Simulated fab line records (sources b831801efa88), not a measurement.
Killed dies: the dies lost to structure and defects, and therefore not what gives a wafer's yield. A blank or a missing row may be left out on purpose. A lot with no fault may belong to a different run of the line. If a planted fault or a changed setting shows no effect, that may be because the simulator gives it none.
Which tool did it? ; flow sky130 ; 6 lots, 18 wafers sampled, at 2 steps of a route of 708

## WHAT THE GAUGES READ, wafer by wafer
SKY_RES_XHIGH_TW_MEAS_09.
lot;measured;on;RES_XHIGH_TW
L683;day 28 19:14;film-metro-01;30 30 30
L693;day 31 17:01;film-metro-02;1638 1642 1649
L695;day 32 06:53;film-metro-01;1643 1649 1642
L697;day 32 15:47;film-metro-01;1634 1632 1646
L701;day 34 07:22;film-metro-02;1652 1649 1649
L702;day 34 12:53;film-metro-03;1661 1664 1663

## EACH LOT AND THE TOOL THAT RAN IT (in order: tool; ch and the chambers of the sampled wafers; start)
lot;SKY_RES_XHIGH_EXPOSE_04
L683;iline-stepper-01 ch 0, day 28 04:03
L693;iline-stepper-01 ch 0, day 31 02:32
L695;iline-stepper-01 ch 0, day 31 17:22
L697;iline-stepper-01 ch 0, day 32 01:09
L701;iline-stepper-01 ch 0, day 33 17:31
L702;iline-stepper-01 ch 0, day 33 23:07
- SKY_RES_XHIGH_EXPOSE_04: exposes mask URPM, target cd 1270 nm.

## THE ANSWER, worked out from the rows above alone
Rule: usual is defined by the lots themselves. Put in order of their means at a reading, lots are off if they are a third of the lots or fewer, leave a main group of 4 or more, and stand apart from it by a gap of 3 or more times the standard deviation of the main group's means; of several such gaps the widest counts. If all means in a main group match to the digits the tables above print for the reading, that group is not used. A lot without any number at a reading at which 4 lots or more have one is off too. The other lots that the step has rows for count as sound.
Off: L683, at SKY_RES_XHIGH_TW_MEAS_09 (RES_XHIGH_TW). The main group has a mean of 1648 with a standard deviation of 8.6.
If a tool, at a process step before that reading, ran all the lots that are off and no sound lot after the first of them, it fits. The gauges at SKY_RES_XHIGH_TW_MEAS_09 are tried like those tools. Not one of the candidates tried fits.

## WHAT WAS PUT IN BY THE SIMULATOR
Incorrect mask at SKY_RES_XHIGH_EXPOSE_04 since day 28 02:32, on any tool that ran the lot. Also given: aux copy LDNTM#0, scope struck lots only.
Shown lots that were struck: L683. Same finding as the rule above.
